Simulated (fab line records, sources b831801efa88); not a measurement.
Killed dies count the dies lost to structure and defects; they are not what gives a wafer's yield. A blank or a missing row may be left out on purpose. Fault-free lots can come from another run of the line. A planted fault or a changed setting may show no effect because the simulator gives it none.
Matching of chambers / flow gf180mcu / cmp-02 running GF_V5_CMP_26: 4 sister chambers
The step polishes, stops on SiO2, t overpolish 15 s, target thk 0 nm. 8 wafers are shown with their chamber, then 12 later ones without.

== WAFERS, EACH WITH ITS CHAMBER ==
wafer=L083.2; chamber=1; motor-current-A (A)=10.5; time-to-endpoint-s (s)=86
wafer=L083.5; chamber=3; motor-current-A (A)=9.1; time-to-endpoint-s (s)=90
wafer=L088.2; chamber=1; motor-current-A (A)=10.2; time-to-endpoint-s (s)=85
wafer=L088.3; chamber=2; motor-current-A (A)=12.6; time-to-endpoint-s (s)=84
wafer=L088.5; chamber=0; motor-current-A (A)=9.7; time-to-endpoint-s (s)=88
wafer=L090.1; chamber=0; motor-current-A (A)=9.9; time-to-endpoint-s (s)=86
wafer=L090.4; chamber=2; motor-current-A (A)=12.0; time-to-endpoint-s (s)=85
wafer=L090.5; chamber=3; motor-current-A (A)=9.1; time-to-endpoint-s (s)=85

== WAFERS WITHOUT THEIR CHAMBER ==
wafer=L091.1; motor-current-A (A)=12.4; time-to-endpoint-s (s)=78
wafer=L091.2; motor-current-A (A)=10.9; time-to-endpoint-s (s)=83
wafer=L091.5; motor-current-A (A)=11.1; time-to-endpoint-s (s)=83
wafer=L092.2; motor-current-A (A)=9.1; time-to-endpoint-s (s)=81
wafer=L092.4; motor-current-A (A)=12.7; time-to-endpoint-s (s)=80
wafer=L092.5; motor-current-A (A)=12.5; time-to-endpoint-s (s)=81
wafer=L095.1; motor-current-A (A)=12.3; time-to-endpoint-s (s)=79
wafer=L095.4; motor-current-A (A)=9.6; time-to-endpoint-s (s)=86
wafer=L095.5; motor-current-A (A)=10.8; time-to-endpoint-s (s)=81
wafer=L097.1; motor-current-A (A)=10.0; time-to-endpoint-s (s)=79
wafer=L097.5; motor-current-A (A)=9.9; time-to-endpoint-s (s)=86
wafer=L097.6; motor-current-A (A)=10.4; time-to-endpoint-s (s)=78

== CHAMBER TAKEN BY EACH ==
wafer=L091.1; from the rows above=2; in truth=2
wafer=L091.2; from the rows above=1; in truth=1
wafer=L091.5; from the rows above=can't be placed: 1 or 2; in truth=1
wafer=L092.2; from the rows above=can't be placed: 3 or 0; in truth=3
wafer=L092.4; from the rows above=2; in truth=2
wafer=L092.5; from the rows above=2; in truth=2
wafer=L095.1; from the rows above=2; in truth=2
wafer=L095.4; from the rows above=can't be placed: 0 or 3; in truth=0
wafer=L095.5; from the rows above=1; in truth=1
wafer=L097.1; from the rows above=can't be placed: 1 or 0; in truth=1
wafer=L097.5; from the rows above=can't be placed: 0 or 1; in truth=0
wafer=L097.6; from the rows above=can't be placed: 1 or 0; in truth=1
Correctly placed: 6 of 12. Cannot be placed on the basis of these rows: 6; the candidates contain the true chamber in 6. Wrongly placed: 0.
How it was worked out, from the rows above alone: a wafer's distance from a chamber is the root of the sum, over the readings, of the square of ((its reading less the chamber's mean) divided by the reading's scatter). If the next closest chamber is less than 2 further off than the closest, the wafer can't be placed; otherwise it belongs to the closest. The mean given for a chamber averages the wafers shown for that chamber. The scatter: take each reading less its chamber's mean, square it, sum over the shown wafers, divide by the number of wafers less the number of chambers, and take the root.
